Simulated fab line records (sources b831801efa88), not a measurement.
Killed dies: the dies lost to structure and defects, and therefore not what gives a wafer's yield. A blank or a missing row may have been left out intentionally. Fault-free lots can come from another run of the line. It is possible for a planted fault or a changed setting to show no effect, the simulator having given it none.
Shared-tool check    flow gf180mcu    13 lots, 39 wafers sampled

WHY IT WAS OPENED
2 of 13 lots carry a flag on the reading NSD_RS at GF_PSD_RS_MEAS_14. Wafers without a fault read 46.11 ohm/sq, standard deviation 0.084.
Rule: flag the lot when none of its wafers has a number, or when each of its wafers that has one lies beyond 4 standard deviations from that mean. The other lots count as sound.

lot   measured      on             NSD_RS (ohm/sq), wafer by wafer  flag
L110  day 14 05:23  film metro-02  46.18 46.16 46.11                
L111  day 14 11:49  film metro-04  46.19 46.18 46.22                
L114  day 15 22:44  film metro-03  47.24 47.11 47.13                FLAGGED
L117  day 16 17:37  film metro-03  47.28 47.16 47.39                FLAGGED
L122  day 18 18:01  film metro-04  46.31 46.24 46.20                
L124  day 19 02:06  film metro-02  46.06 46.21 46.10                
L125  day 19 17:52  film metro-03  45.91 46.11 46.09                
L126  day 19 23:32  film metro-02  46.12 46.07 46.13                
L127  day 20 09:19  film metro-04  46.10 46.10 46.21                
L128  day 20 14:56  film metro-02  46.14 46.20 46.12                
L129  day 20 22:32  film metro-04  46.23 45.98 46.20                
L130  day 21 05:32  film metro-02  46.11 46.11 46.15                
L132  day 21 20:49  film metro-03  46.08 46.20 46.01                
The numbers of the flagged lots are 47.22 ohm/sq on average: +1.11 ohm/sq against the usual, or +13 standard deviations.

LOT BY LOT: THE TOOL USED
Before the reading, the record contains 2 process steps out of a 602-step route. In each cell: the tool, then ch and the chambers that the sampled wafers went through, then the start.
lot   flag     GF_NSD_IMPLANT_09                GF_NSD_STRIP_11
L110           implanter-02 ch 0, day 13 08:24  plasma asher-01 ch 0,1, day 13 08:42
L111           implanter-02 ch 0, day 13 14:32  plasma asher-01 ch 0,1, day 13 14:50
L114  FLAGGED  implanter-02 ch 0, day 15 00:20  plasma asher-01 ch 0,1, day 15 00:36
L117  FLAGGED  implanter-02 ch 0, day 15 18:37  plasma asher-02 ch 0,1, day 15 18:54
L122           implanter-03 ch 0, day 17 17:41  plasma asher-01 ch 0,1, day 17 17:59
L124           implanter-03 ch 0, day 18 01:50  plasma asher-03 ch 0,1, day 18 02:07
L125           implanter-02 ch 0, day 18 16:26  plasma asher-01 ch 0,1, day 18 16:44
L126           implanter-03 ch 0, day 18 22:13  plasma asher-02 ch 0,1, day 18 22:30
L127           implanter-01 ch 0, day 19 08:49  plasma asher-02 ch 0, day 19 09:07
L128           implanter-02 ch 0, day 19 13:58  plasma asher-02 ch 0,1, day 19 14:15
L129           implanter-01 ch 0, day 19 21:35  plasma asher-02 ch 0,1, day 19 21:52
L130           implanter-03 ch 0, day 20 04:34  plasma asher-03 ch 0,1, day 20 04:51
L132           implanter-01 ch 0, day 20 20:14  plasma asher-01 ch 0,1, day 20 20:31
What is done by these steps:
- GF_NSD_IMPLANT_09
- GF_NSD_STRIP_11: strips in O2/N2.
- GF_PSD_RS_MEAS_14: measures by four-point-probe.

FLAGGED OVER TOTAL, TOOL BY TOOL (the gauges that took the reading come last)
step               tool             lots run  flagged  share of the flagged lots  sound lots run after its first flagged lot
GF_NSD_IMPLANT_09  implanter-01     3         0        none                       -
GF_NSD_IMPLANT_09  implanter-02     6         2        all                        2 (L125,L128)
GF_NSD_IMPLANT_09  implanter-03     4         0        none                       -
GF_NSD_STRIP_11    plasma asher-01  6         1        some                       3 (L122,L125,L132)
GF_NSD_STRIP_11    plasma asher-02  5         1        some                       4 (L126,L127,L128,L129)
GF_NSD_STRIP_11    plasma asher-03  2         0        none                       -
GF_PSD_RS_MEAS_14  film metro-02    5         0        none                       -
GF_PSD_RS_MEAS_14  film metro-03    4         2        all                        2 (L125,L132)
GF_PSD_RS_MEAS_14  film metro-04    4         0        none                       -

WHAT IS ALLOWED BY THE TABLE
Every flagged lot went through 2 rows of the table: implanter-02 at GF_NSD_IMPLANT_09 and film metro-03 at GF_PSD_RS_MEAS_14.
- implanter-02 at GF_NSD_IMPLANT_09: 2 of its 6 lots flagged. Sound lots ran on it after the first flagged one (L125, L128), which a lasting fault on the whole tool wouldn't allow. Its own readings lie more than 4 standard deviations out on every wafer of the flagged lots: beam energy keV.
- film metro-03 at GF_PSD_RS_MEAS_14: 2 of its 4 lots flagged. Sound lots ran on it after the first flagged one (L125, L132), which a lasting fault on the whole tool wouldn't allow.
None of the table's rows ran every flagged lot and, after the first, no sound lot.

WHAT WAS PUT IN BY THE SIMULATOR
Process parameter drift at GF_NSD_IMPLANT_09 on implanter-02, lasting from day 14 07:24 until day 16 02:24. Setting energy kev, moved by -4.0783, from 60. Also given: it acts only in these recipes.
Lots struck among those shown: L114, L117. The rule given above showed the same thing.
